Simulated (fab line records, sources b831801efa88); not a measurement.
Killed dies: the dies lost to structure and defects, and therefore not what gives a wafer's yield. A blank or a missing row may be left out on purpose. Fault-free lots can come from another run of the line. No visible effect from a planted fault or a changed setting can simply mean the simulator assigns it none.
Which of the tools did it? + flow gf180mcu + 15 lots, 45 wafers sampled, at 3 steps of a route of 602

== WHAT EACH GAUGE READ, for each wafer ==
GF_LVPWELL_TW_MEAS_11.
| lot  | measured    | on            | LVPWELL_TW  |
|------|-------------|---------------|-------------|
| L584 | day 4 06:44 | film_metro-02 | 551 555 550 |
| L586 | day 4 14:35 | film_metro-01 | 556 558 554 |
| L587 | day 4 18:05 | film_metro-02 | 550 549 549 |
| L590 | day 5 13:29 | film_metro-04 | 568 568 568 |
| L594 | day 6 12:53 | film_metro-01 | 554 551 554 |
| L595 | day 6 15:38 | film_metro-02 | 600 598 598 |
| L596 | day 6 19:46 | film_metro-02 | 604 600 600 |
| L597 | day 7 05:23 | film_metro-04 | 624 624 622 |
| L599 | day 7 14:31 | film_metro-02 | 548 546 547 |
| L600 | day 7 22:46 | film_metro-01 | 553 553 550 |
| L601 | day 8 01:55 | film_metro-02 | 550 551 549 |
| L602 | day 8 08:39 | film_metro-04 | 575 571 572 |
| L603 | day 8 13:25 | film_metro-01 | 555 554 555 |
| L604 | day 8 19:13 | film_metro-04 | 571 570 570 |
| L606 | day 9 05:07 | film_metro-02 | 550 551 551 |

GF_VT_IMPLANT_RS_MEAS_48: a four-point-probe measurement.
| lot  | measured     | on            | LVPWELL_RS (ohm/sq) |
|------|--------------|---------------|---------------------|
| L584 | day 8 01:25  | film_metro-02 | 1198 1197 1194      |
| L586 | day 8 09:33  | film_metro-02 | 1197 1195 1195      |
| L587 | day 8 13:58  | film_metro-04 | 1197 1194 1197      |
| L590 | day 9 08:31  | film_metro-01 | 1193 1191 1197      |
| L594 | day 10 16:32 | film_metro-02 | 1201 1198 1198      |
| L595 | day 10 19:58 | film_metro-01 | 1430 1429 1430      |
| L596 | day 10 22:28 | film_metro-04 | 1430 1434 1433      |
| L597 | day 11 12:30 | film_metro-04 | 1424 1428 1426      |
| L599 | day 11 20:11 | film_metro-04 | 1198 1197 1196      |
| L600 | day 12 08:05 | film_metro-01 | 1202 1197 1201      |
| L601 | day 12 10:02 | film_metro-01 | 1195 1193 1191      |
| L602 | day 12 18:50 | film_metro-04 | 1192 1195 1194      |
| L603 | day 13 01:08 | film_metro-02 | 1200 1197 1199      |
| L604 | day 13 08:32 | film_metro-04 | 1194 1195 1196      |
| L606 | day 13 21:43 | film_metro-01 | 1195 1192 1192      |

== TOOL THAT RAN EACH LOT (tool first, then ch and the chambers of the sampled wafers, then the start) ==
| lot  | GF_LVPWELL_IMPLANT_08          |
|------|--------------------------------|
| L584 | implanter-03 ch 0, day 4 06:20 |
| L586 | implanter-03 ch 0, day 4 14:13 |
| L587 | implanter-03 ch 0, day 4 17:41 |
| L590 | implanter-04 ch 0, day 5 13:07 |
| L594 | implanter-03 ch 0, day 6 12:30 |
| L595 | implanter-04 ch 0, day 6 15:16 |
| L596 | implanter-04 ch 0, day 6 19:22 |
| L597 | implanter-04 ch 0, day 7 05:02 |
| L599 | implanter-01 ch 0, day 7 14:08 |
| L600 | implanter-01 ch 0, day 7 22:22 |
| L601 | implanter-01 ch 0, day 8 01:31 |
| L602 | implanter-03 ch 0, day 8 08:16 |
| L603 | implanter-03 ch 0, day 8 13:02 |
| L604 | implanter-03 ch 0, day 8 18:52 |
| L606 | implanter-01 ch 0, day 9 04:43 |
- GF_LVPWELL_IMPLANT_08

== AS READ BY THE TOOLS THEMSELVES (means over the sampled wafers that have a number; for cases with no such wafer, the mark the record gives instead) ==
GF_LVPWELL_IMPLANT_08.
| lot  | tool         | faraday_current_uA | tilt_deg (degrees) |
|------|--------------|--------------------|--------------------|
| L584 | implanter-03 | 84.2               | -0.006             |
| L586 | implanter-03 | 84.4               | 0.013              |
| L587 | implanter-03 | 84.3               | 0.018              |
| L590 | implanter-04 | 83.7               | 0.030              |
| L594 | implanter-03 | 84.7               | -0.026             |
| L595 | implanter-04 | 84.9               | 6.384              |
| L596 | implanter-04 | 85.8               | 6.392              |
| L597 | implanter-04 | 84.3               | 6.394              |
| L599 | implanter-01 | 84.6               | 0.012              |
| L600 | implanter-01 | 83.4               | -0.022             |
| L601 | implanter-01 | 86.0               | -0.005             |
| L602 | implanter-03 | 84.2               | 0.001              |
| L603 | implanter-03 | 84.9               | -0.010             |
| L604 | implanter-03 | 85.1               | -0.003             |
| L606 | implanter-01 | 85.2               | 0.011              |

== THE ANSWER, worked out from the rows above alone ==
Rule: what is usual is taken from the lots themselves. The widest of any qualifying gaps counts: lots, ordered by their means at a reading, are off when they make up no more than a third of the lots, leave a main group of 4 or more, and stand apart from it by 3 or more times the standard deviation of that group's means. If all means in a main group match to the digits the tables above print for the reading, that group is not used. A lot without any number at a reading at which 4 lots or more have one is off too. All remaining lots with rows at the step are treated as sound. Order of review: gauges by route order, followed by the tools' own readings, for which a lot's mean as printed above is used. The first step at which some lot is off is used, and at that step the reading that is off furthest; a lot without a number counts as furthest.
Off: L595, L596, L597, at GF_LVPWELL_TW_MEAS_11 (LVPWELL_TW). Mean 556 and standard deviation 8.5 in the main group.
A tool fits if, at a process step before that reading, it ran every lot that is off, and no sound lot after the first of them. Not tried: the gauges at GF_LVPWELL_TW_MEAS_11; whatever is off there is also off at GF_LVPWELL_IMPLANT_08, on other tools, and gauge error can't account for it. One fits: implanter-04 at GF_LVPWELL_IMPLANT_08. A fault onset in the window from L590 (day 5 13:07, its last sound lot) to L595 (day 6 15:16, its first lot off) fits.
The tool's own readings at GF_LVPWELL_IMPLANT_08 bear it out: on the lots that are off they differ by more than 5 times the standard deviation of the sound lots' means. tilt_deg reads 6.390 degrees there against 0.001 degrees on the sound lots.

== WHAT HAD BEEN PUT IN BY THE SIMULATOR ==
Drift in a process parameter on implanter-04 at GF_LVPWELL_IMPLANT_08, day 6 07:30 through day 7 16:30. The setting tilt_deg was moved by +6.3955, starting from 0. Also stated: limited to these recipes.
Shown lots that were struck: L595, L596, L597. Same finding as the rule above.
